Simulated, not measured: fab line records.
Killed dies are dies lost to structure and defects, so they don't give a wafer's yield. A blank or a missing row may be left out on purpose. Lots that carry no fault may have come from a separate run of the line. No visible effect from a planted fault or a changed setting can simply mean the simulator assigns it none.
Struck lot and sound lot, side by side    flow gf180mcu    19 steps out of a route of 602
Sound: wafers L869.1, L869.4, L869.6. The struck wafers were L878.2, L878.3, L878.6. Last of all comes the cause.
Order at every step that has rows: each side's tool, ch and its chambers, its first start. Under that, the readings that differ: sound wafers    struck wafers    difference of the means    sigmas: that difference in standard deviations of wafers without a fault.
alike: words and numbers the same on both sides, and readings whose means are apart by under 2 such deviations; not compared: readings that were withheld, readings missing a value for some wafer, numbers with overlapping values and no deviation given by the record, and bounds like >300 which may hide the same value.
A row with sigmas, a row that says differs or no value, or rows on one side alone: a step with any of these is where the two part. When numbers do not overlap yet have no deviation, they are printed without sigmas and do not part them. A reading that every wafer of one side lacks parts them only if that side has two wafers or more.

first, 1 step without rows for these wafers: GF_STI_CVD_23 (deposits SiO2, target thk 650 nm, time 108.3 s).
GF_STI_THK_MEAS_24:
  sound on filmMetro-02, day 2 19:31; struck on filmMetro-04, day 4 19:17
reading              sound        struck       difference  sigmas
STI_CVD_23_THK (nm)  639 640 645  657 646 662  +14         +2
GF_STI_CMP_25: polishes, stops on Si3N4, t overpolish 33 s, target thk 524.6 nm.
  sound on cmp-02 ch 0,2,3, day 2 19:35; struck on cmp-02 ch 0,2,3, day 4 19:26
  alike: motorCurrentA, overpolishRunS, retainingRingPressureFrac, timeToEndpointS
then, 4 steps without rows for these wafers: GF_STI_WET_ETCH_26 (etches SiO2 in dHF, target depth 94 nm, time 188 s); GF_STI_WET_ETCH_27 (etches Si3N4 in H3PO4, target depth 160 nm, time 1825 s); GF_STI_WET_ETCH_28 (etches SiO2 in dHF, target depth 20 nm, time 40 s); GF_STI_OXIDATION_29 (stabilise 600 s, purge 300 s, target thk 10 nm).
GF_STI_THK_MEAS_30:
  sound on filmMetro-02, day 2 22:59; struck on filmMetro-02, day 4 23:11
  alike: STI_OXIDATION_02_THK
then, 4 steps without rows for these wafers: GF_DNWELL_DEHYDRATE_00 (time 60 s); GF_DNWELL_HMDS_01 (prime time 60 s); GF_DNWELL_COAT_02 (resist thk 3000 nm); GF_DNWELL_SOFTBAKE_03.
GF_DNWELL_EXPOSE_04: exposes mask DNWELL, target cd 1700 nm.
  sound on ilineStepper-02 ch 0, day 3 05:10; struck on ilineStepper-02 ch 0, day 5 05:45
reading  sound                       struck                   difference  sigmas
mask     DNWELL#0 DNWELL#0 DNWELL#0  Nwell#0 Nwell#0 Nwell#0  differs     
  alike: exposureDoseMJCm2
then, 3 steps without rows for these wafers: GF_DNWELL_PEB_05; GF_DNWELL_DEVELOP_06 (develop time 60 s); GF_DNWELL_IMPLANT_07.
GF_DNWELL_STRIP_08: strips in O2/N2.
  sound on plasmaAsher-03 ch 0,1, day 3 11:20; struck on plasmaAsher-03 ch 0, day 5 13:19
  alike: chamberPressureMTorr, drypumpMotorCurrentA, heaterPowerW, o2FlowSccm, oesProductAu, stripTimeToEndpointS
  not compared: rfHoursCounterH
GF_DNWELL_TW_MEAS_09:
  sound on filmMetro-03, day 3 11:26; struck on filmMetro-01, day 5 13:39
reading    sound           struck    difference  sigmas
DNWELL_TW  1365 1368 1370  31 31 31  -1337       -99 or more
  not compared: hold
GF_PASSIVATION_PROBE_99:
  rows exist in the record for the sound wafers here (prober-01, day 30 01:45), none for the struck ones

## WHERE THEY PART
First at GF_STI_THK_MEAS_24; last, within this record, at GF_PASSIVATION_PROBE_99.

WHY: what had been put in by the simulator
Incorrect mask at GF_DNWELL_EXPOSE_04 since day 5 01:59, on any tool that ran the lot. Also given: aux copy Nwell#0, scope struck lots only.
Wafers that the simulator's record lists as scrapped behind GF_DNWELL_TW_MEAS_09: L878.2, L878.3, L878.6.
